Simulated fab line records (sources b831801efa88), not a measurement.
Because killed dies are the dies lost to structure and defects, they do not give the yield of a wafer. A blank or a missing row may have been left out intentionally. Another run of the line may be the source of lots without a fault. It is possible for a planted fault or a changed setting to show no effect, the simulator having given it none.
Comparing a struck lot with a sound one	flow sky130	16 out of 708 route steps
Sound: these wafers, L122.1, L122.2, L122.6. Struck: wafers L113.1, L113.4, L113.6. Last of all comes the cause.
Each step with rows lists, per side, the tool, then ch with its chambers, then its first start. Under that, the readings that differ: sound wafers	struck wafers	difference of the means	sigmas: that difference in standard deviations of wafers without a fault.
alike: readings whose means differ by less than 2 such deviations, and words and numbers that are the same on both sides. not compared: withheld readings, readings that some wafer has no value for, bounds like >300 that may hide the same value, and numbers for which the record gives no deviation and whose values overlap.
The two part at a step that has a row with sigmas, a row that says differs or no value, or rows on one side only. Non-overlapping numbers with no deviation appear without sigmas and do not part them. Lack of a reading on every wafer of one side parts them only where that side has two or more wafers.

SKY_LDD_P_OVL_MEAS_08:
  sound: overlay-02 at day 25 22:59; struck: overlay-01 at day 22 12:24
reading	sound	struck	difference	sigmas
LDD_P_OVL (nm)	-2.7 -3.5 -2.7	0.2 -0.6 -0.3	+2.7	+2
then, 1 step without rows for these wafers: SKY_LDD_P_IMPLANT_09.
SKY_LDD_P_STRIP_10: strips in O2/N2.
  sound on plasma_asher-01 ch 0,1, day 25 23:11; struck on plasma_asher-04 ch 0,1, day 22 12:35
  alike: drypump_motor_current_A, oes_product_au, strip_time_to_endpoint_s
  not compared: rf_hours_counter_h
SKY_LDD_P_TW_MEAS_11:
  sound: film_metro-04 at day 25 23:17; struck: film_metro-04 at day 22 12:41
  alike: LDD_P_TW
then, 7 steps without rows for these wafers: SKY_LDD_HVN_DEHYDRATE_00 (time 60 s); SKY_LDD_HVN_HMDS_01 (prime time 60 s); SKY_LDD_HVN_COAT_02 (resist thk 300 nm); SKY_LDD_HVN_SOFTBAKE_03 (time 60 s); SKY_LDD_HVN_EXPOSE_04 (exposes mask HVNTM, target cd 700 nm); SKY_LDD_HVN_PEB_05; SKY_LDD_HVN_DEVELOP_06 (develop time 60 s).
SKY_LDD_HVN_OVL_MEAS_07:
  sound: overlay-02 at day 27 04:17; struck: overlay-02 at day 23 17:55
  alike: LDD_HVN_OVL
SKY_LDD_HVN_IMPLANT_08:
  sound on implanter-03 ch 0, day 27 04:19; struck on implanter-03 ch 0, day 23 17:58
reading	sound	struck	difference	sigmas
beam_energy_keV	59.995 60.004 59.973	48.955 48.940 48.987	-11.030	-99 or more
model.implant.rp_nm (nm)	56.12 56.12 56.12	44.67 44.67 44.67	-11.45	
model.implant.drp_nm (nm)	28.15 28.15 28.15	23.72 23.72 23.72	-4.43	
  alike: beam_on_s
SKY_LDD_HVN_STRIP_09: strips in O2/N2.
  sound on plasma_asher-03 ch 0,1, day 27 04:28; struck on plasma_asher-04 ch 0, day 23 18:07
reading	sound	struck	difference	sigmas
strip_time_to_endpoint_s (s)	4.082 4.124 4.104	4.123 4.159 4.124	+0.032	+2
  alike: drypump_motor_current_A, oes_product_au
  not compared: rf_hours_counter_h
SKY_LDD_HVN_TW_MEAS_10:
  sound: film_metro-04 at day 27 04:34; struck: film_metro-02 at day 23 18:26
reading	sound	struck	difference	sigmas
LDD_HVN_TW	1454 1450 1450	1351 1341 1344	-106	-7
  not compared: hold
-- record jumps: 24 days separate the struck wafers' starts on either side; left off in module LDD_HVN, taken up again in module PAD_OPEN, whose first shown step is the route's number 708 --
SKY_PAD_OPEN_PROBE_99:
  sound: prober-01 at day 50 03:23; struck: prober-02 at day 48 01:41
reading	sound	struck	difference	sigmas
model.etest.tip_n_5v.rs_ohm_sq	1369 1377 1374	1540 1528 1540	+163	
model.etest.nfet_g5v0d10v5.r_on_ohm_um	1894 1898 1880	1923 1919 1928	+33	
model.etest.nfet_g5v0d10v5.vt_sat_v (V)	0.7719 0.7577 0.7702	0.7815 0.7769 0.7762	+0.0116	
  alike: killed_at_M0_to_M3, killed_at_M4_up, killed_at_contacts, killed_at_front_end, killed_at_other, killed_dies, killed_open, killed_short
  not compared: model.etest.nfet_g5v0d10v5.drive_ua_um, model.etest.nfet_g5v0d10v5.vt_v

## WHERE THEY PART
Earliest at SKY_LDD_P_OVL_MEAS_08; latest, in this record, at SKY_LDD_HVN_TW_MEAS_10. Later steps at which nothing parts them and some readings are alike: SKY_PAD_OPEN_PROBE_99.

WHY: what had been put in by the simulator
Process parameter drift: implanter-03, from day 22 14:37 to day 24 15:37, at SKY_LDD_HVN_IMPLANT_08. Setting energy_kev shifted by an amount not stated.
